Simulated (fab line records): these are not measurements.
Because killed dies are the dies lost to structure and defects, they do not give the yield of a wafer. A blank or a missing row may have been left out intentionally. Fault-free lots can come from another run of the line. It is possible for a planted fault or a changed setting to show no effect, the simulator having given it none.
Split-lot study -- flow sfq_line -- on a route of 325 steps: 5 lots, 23 wafers read

## SPLIT DETAILS
At SFQ_TRILAYER_R5_DEP_SPUTTER_134 (material Ti, target thk 5 nm, time 5 s), the setting time_s was moved away from the recipe's 5 s on 8 of the 23 wafers read, by +5.1% to +12.7%. For the rest of the wafers, this setting stayed at what the recipe calls for.

Reading taken at the split's own step.

## THE READING
Ti_of_TRILAYER_R5_DEP_SPUTTER_134.thk_nm (the simulator's own value, which no gauge read), in nm, at SFQ_TRILAYER_R5_DEP_SPUTTER_134 (material Ti, target thk 5 nm, time 5 s). No usual value for it is given in the file. Across the 15 wafers here that went through the recipe, the average is 4.943 nm and the standard deviation 0.16 nm.

wafer,"tool, chamber at the split","time_s as run, s",against the recipe,"Ti_of_TRILAYER_R5_DEP_SPUTTER_134.thk_nm, nm",against lot-mates on the recipe
L074.2,"pvd_sputter-03, -",5,recipe,4.741,-
L074.4,"pvd_sputter-03, -",5,recipe,4.954,-
L074.5,"pvd_sputter-03, -",5,recipe,4.954,-
L076.2,"pvd_sputter-04, -",5.635,+12.7%,5.722,+0.604
L076.3,"pvd_sputter-04, -",5,recipe,5.195,-
L076.4,"pvd_sputter-04, -",5.635,+12.7%,5.613,+0.495
L076.5,"pvd_sputter-04, -",5.635,+12.7%,5.829,+0.710
L076.6,"pvd_sputter-04, -",5,recipe,5.042,-
L078.1,"pvd_sputter-04, -",5,recipe,4.943,-
L078.2,"pvd_sputter-04, -",5.255,+5.1%,5.261,+0.393
L078.3,"pvd_sputter-04, -",5.255,+5.1%,5.238,+0.370
L078.4,"pvd_sputter-04, -",5,recipe,4.793,-
L078.5,"pvd_sputter-04, -",5.255,+5.1%,4.965,+0.097
L080.2,"pvd_sputter-03, -",5,recipe,4.712,-
L080.3,"pvd_sputter-03, -",5,recipe,4.817,-
L080.4,"pvd_sputter-03, -",5,recipe,4.872,-
L080.5,"pvd_sputter-03, -",5,recipe,4.742,-
L080.6,"pvd_sputter-03, -",5,recipe,4.957,-
L083.1,"pvd_sputter-05, -",5,recipe,5.131,-
L083.3,"pvd_sputter-05, -",5.53,+10.6%,5.561,+0.418
L083.4,"pvd_sputter-05, -",5.53,+10.6%,5.622,+0.479
L083.5,"pvd_sputter-05, -",5,recipe,5.126,-
L083.6,"pvd_sputter-05, -",5,recipe,5.173,-

THE FIT
A straight line over all 23 wafers: Ti_of_TRILAYER_R5_DEP_SPUTTER_134.thk_nm changes by +0.0602 nm for each +1% of time_s; r = +0.90; the points scatter about the line by 0.15 nm.
The same after taking each lot's own level away (the mean of its wafers on the recipe; 23 wafers): +0.0464 nm for each +1%; r = +0.93; scatter 0.094 nm.
According to that fit, moving time_s by its largest amount changes the reading by 0.59 nm.
Measured against the standard deviation above, the lots' own levels, which go from 4.8200 to 5.1433 nm, span 2.0 times it.
Thus the slope moves with the lot-to-lot level: the two fits are different.
Check: +0.592 nm against its lot-mates is what the line predicts for one of the wafers moved furthest among these (+12.7%) when that wafer is left out of the fit. It came out at +0.604 nm against them.

## FURTHER SPLITS ON THESE WAFERS
Note: prior to the reading, these wafers also went through further splits. Each is held against what the fit with the lots' levels taken away leaves over:
other split on the same wafers,wafers away from the commonest value,r with Ti_of_TRILAYER_R5_DEP_SPUTTER_134.thk_nm (lot level and that fit taken away)
SFQ_TRILAYER_M4_LITHO_COAT_098 spin_rpm,7,-0.18
SFQ_TRILAYER_M4_LITHO_PEB_096 peb_time_s,7,-0.06
SFQ_TRILAYER_I4_CMP_CMP_100 leave_above_ref_nm,5,+0.10
SFQ_TRILAYER_I4_VIA_LITHO_PEB_106 peb_time_s,10,-0.20
SFQ_TRILAYER_I4_VIA_ETCH_VIA_ETCH_106 bias_w,9,-0.14
SFQ_TRILAYER_JJ_TRILAYER_DEP_SPUTTER_110 time_s,4,-0.11
SFQ_TRILAYER_JJ_CE_LITHO_COAT_114 resist_thk_nm,6,-0.06
SFQ_TRILAYER_M5_LITHO_COAT_123 spin_rpm,9,-0.22
SFQ_TRILAYER_A5B_DEP_PECVD_129 time_s,8,-0.33

## FILE'S OWN FIT
Ti_of_TRILAYER_R5_DEP_SPUTTER_134.thk_nm changes by +0.0463 nm for each +1% of time_s, r = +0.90.
